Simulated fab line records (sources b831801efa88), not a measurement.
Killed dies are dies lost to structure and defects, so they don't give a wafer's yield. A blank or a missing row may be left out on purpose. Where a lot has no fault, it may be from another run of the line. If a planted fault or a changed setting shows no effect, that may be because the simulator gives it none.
Check of tool commonality || flow gf180mcu || Sample size 12 lots and 36 wafers

WHAT PROMPTED THE OPENING
Of 12 lots, 2 have the reading VT_IMPLANT_02_OVL flagged at GF_VT_IMPLANT_OVL_MEAS_29. Wafers without a fault read -0.4 nm, standard deviation 1.3.
Rule: a lot gets a flag if all its wafers with a number sit over 4 standard deviations from that mean, or if no wafer of it has a number. The rest of the lots are taken to be sound.

{"lot": "L575", "measured": "day 6 23:08", "on": "overlay-01", "VT_IMPLANT_02_OVL (nm), wafer by wafer": "-2.2 0.3 -1.2", "flag": ""}
{"lot": "L576", "measured": "day 7 02:36", "on": "overlay-01", "VT_IMPLANT_02_OVL (nm), wafer by wafer": "-2.2 -0.9 -0.6", "flag": ""}
{"lot": "L577", "measured": "day 7 09:31", "on": "overlay-02", "VT_IMPLANT_02_OVL (nm), wafer by wafer": "-1.5 -1.2 -0.7", "flag": ""}
{"lot": "L578", "measured": "day 7 15:25", "on": "overlay-02", "VT_IMPLANT_02_OVL (nm), wafer by wafer": "0.3 -0.2 0.0", "flag": ""}
{"lot": "L579", "measured": "day 7 21:17", "on": "overlay-01", "VT_IMPLANT_02_OVL (nm), wafer by wafer": "-0.5 -0.8 -0.6", "flag": ""}
{"lot": "L580", "measured": "day 8 06:05", "on": "overlay-02", "VT_IMPLANT_02_OVL (nm), wafer by wafer": "-2.1 -2.2 -0.5", "flag": ""}
{"lot": "L582", "measured": "day 8 19:30", "on": "overlay-02", "VT_IMPLANT_02_OVL (nm), wafer by wafer": "-1.6 -0.4 0.7", "flag": ""}
{"lot": "L584", "measured": "day 9 05:12", "on": "overlay-01", "VT_IMPLANT_02_OVL (nm), wafer by wafer": "0.1 -0.6 -0.9", "flag": ""}
{"lot": "L587", "measured": "day 10 04:05", "on": "overlay-02", "VT_IMPLANT_02_OVL (nm), wafer by wafer": "209.3 210.0 211.2", "flag": "FLAGGED"}
{"lot": "L590", "measured": "day 10 22:17", "on": "overlay-02", "VT_IMPLANT_02_OVL (nm), wafer by wafer": "211.3 211.5 212.0", "flag": "FLAGGED"}
{"lot": "L591", "measured": "day 11 04:57", "on": "overlay-01", "VT_IMPLANT_02_OVL (nm), wafer by wafer": "0.4 0.5 -0.5", "flag": ""}
{"lot": "L598", "measured": "day 13 05:47", "on": "overlay-02", "VT_IMPLANT_02_OVL (nm), wafer by wafer": "2.0 1.8 0.6", "flag": ""}
The numbers of the flagged lots are 210.9 nm on average: +211.3 nm against the usual, or +99 or more standard deviations.

EACH LOT AND THE TOOL IT RAN ON
The record holds 2 process steps before the reading, out of a route of 602 steps. Cell contents, in order: the tool; ch with the chambers the sampled wafers went through; the start.
{"lot": "L575", "flag": "", "GF_NWELL_STRIP_10": "plasma_asher-01 ch 0,1, day 3 09:26", "GF_VT_IMPLANT_EXPOSE_26": "iline_stepper-02 ch 0, day 6 15:12"}
{"lot": "L576", "flag": "", "GF_NWELL_STRIP_10": "plasma_asher-02 ch 0,1, day 3 13:07", "GF_VT_IMPLANT_EXPOSE_26": "iline_stepper-01 ch 0, day 6 18:37"}
{"lot": "L577", "flag": "", "GF_NWELL_STRIP_10": "plasma_asher-04 ch 0,1, day 3 17:32", "GF_VT_IMPLANT_EXPOSE_26": "iline_stepper-01 ch 0, day 7 01:40"}
{"lot": "L578", "flag": "", "GF_NWELL_STRIP_10": "plasma_asher-04 ch 0,1, day 3 23:23", "GF_VT_IMPLANT_EXPOSE_26": "iline_stepper-02 ch 0, day 7 08:02"}
{"lot": "L579", "flag": "", "GF_NWELL_STRIP_10": "plasma_asher-02 ch 0,1, day 4 04:37", "GF_VT_IMPLANT_EXPOSE_26": "iline_stepper-01 ch 0, day 7 13:50"}
{"lot": "L580", "flag": "", "GF_NWELL_STRIP_10": "plasma_asher-01 ch 0,1, day 4 10:28", "GF_VT_IMPLANT_EXPOSE_26": "iline_stepper-01 ch 0, day 7 22:05"}
{"lot": "L582", "flag": "", "GF_NWELL_STRIP_10": "plasma_asher-04 ch 0,1, day 4 23:05", "GF_VT_IMPLANT_EXPOSE_26": "iline_stepper-01 ch 0, day 8 11:42"}
{"lot": "L584", "flag": "", "GF_NWELL_STRIP_10": "plasma_asher-01 ch 0,1, day 5 07:19", "GF_VT_IMPLANT_EXPOSE_26": "iline_stepper-02 ch 0, day 8 21:08"}
{"lot": "L587", "flag": "FLAGGED", "GF_NWELL_STRIP_10": "plasma_asher-04 ch 0,1, day 6 01:54", "GF_VT_IMPLANT_EXPOSE_26": "iline_stepper-02 ch 0, day 9 19:41"}
{"lot": "L590", "flag": "FLAGGED", "GF_NWELL_STRIP_10": "plasma_asher-02 ch 0,1, day 6 16:53", "GF_VT_IMPLANT_EXPOSE_26": "iline_stepper-02 ch 0, day 10 13:25"}
{"lot": "L591", "flag": "", "GF_NWELL_STRIP_10": "plasma_asher-02 ch 0,1, day 6 23:10", "GF_VT_IMPLANT_EXPOSE_26": "iline_stepper-01 ch 0, day 10 19:40"}
{"lot": "L598", "flag": "", "GF_NWELL_STRIP_10": "plasma_asher-01 ch 0,1, day 8 15:23", "GF_VT_IMPLANT_EXPOSE_26": "iline_stepper-01 ch 0, day 12 19:58"}
What is done by these steps:
- GF_NWELL_STRIP_10: strips in O2/N2.
- GF_VT_IMPLANT_EXPOSE_26: exposes mask LVPWELL HV AREA, target cd 860 nm.
- GF_VT_IMPLANT_OVL_MEAS_29

FLAGGED OVER TOTAL, TOOL BY TOOL (the gauges that took the reading come last)
{"step": "GF_NWELL_STRIP_10", "tool": "plasma_asher-01", "lots run": 4, "flagged": 0, "share of the flagged lots": "none", "sound lots run after its first flagged lot": "-"}
{"step": "GF_NWELL_STRIP_10", "tool": "plasma_asher-02", "lots run": 4, "flagged": 1, "share of the flagged lots": "some", "sound lots run after its first flagged lot": "1 (L591)"}
{"step": "GF_NWELL_STRIP_10", "tool": "plasma_asher-04", "lots run": 4, "flagged": 1, "share of the flagged lots": "some", "sound lots run after its first flagged lot": 0}
{"step": "GF_VT_IMPLANT_EXPOSE_26", "tool": "iline_stepper-01", "lots run": 7, "flagged": 0, "share of the flagged lots": "none", "sound lots run after its first flagged lot": "-"}
{"step": "GF_VT_IMPLANT_EXPOSE_26", "tool": "iline_stepper-02", "lots run": 5, "flagged": 2, "share of the flagged lots": "all", "sound lots run after its first flagged lot": 0}
{"step": "GF_VT_IMPLANT_OVL_MEAS_29", "tool": "overlay-01", "lots run": 5, "flagged": 0, "share of the flagged lots": "none", "sound lots run after its first flagged lot": "-"}
{"step": "GF_VT_IMPLANT_OVL_MEAS_29", "tool": "overlay-02", "lots run": 7, "flagged": 2, "share of the flagged lots": "all", "sound lots run after its first flagged lot": "1 (L598)"}

WHAT IS ALLOWED BY THE TABLE
In 2 table rows, all flagged lots were run: iline_stepper-02 (GF_VT_IMPLANT_EXPOSE_26), overlay-02 (GF_VT_IMPLANT_OVL_MEAS_29).
- iline_stepper-02 at GF_VT_IMPLANT_EXPOSE_26 ran 5 lots, 2 of them flagged. Its last sound lot is L584 (day 8 21:08), its first flagged lot L587 (day 9 19:41): a fault that began between those two fits.
- overlay-02 at GF_VT_IMPLANT_OVL_MEAS_29 ran 7 lots, 2 of them flagged. Sound lots ran on it after the first flagged one (L598), which a lasting fault on the whole tool wouldn't allow.
One tool is left: iline_stepper-02 at GF_VT_IMPLANT_EXPOSE_26.

WHAT WAS PUT IN BY THE SIMULATOR
Scanner matching overlay: iline_stepper-02, from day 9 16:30 on, at GF_VT_IMPLANT_EXPOSE_26. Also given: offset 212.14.
Shown lots that were struck: L587, L590. The rule given above showed the same thing.
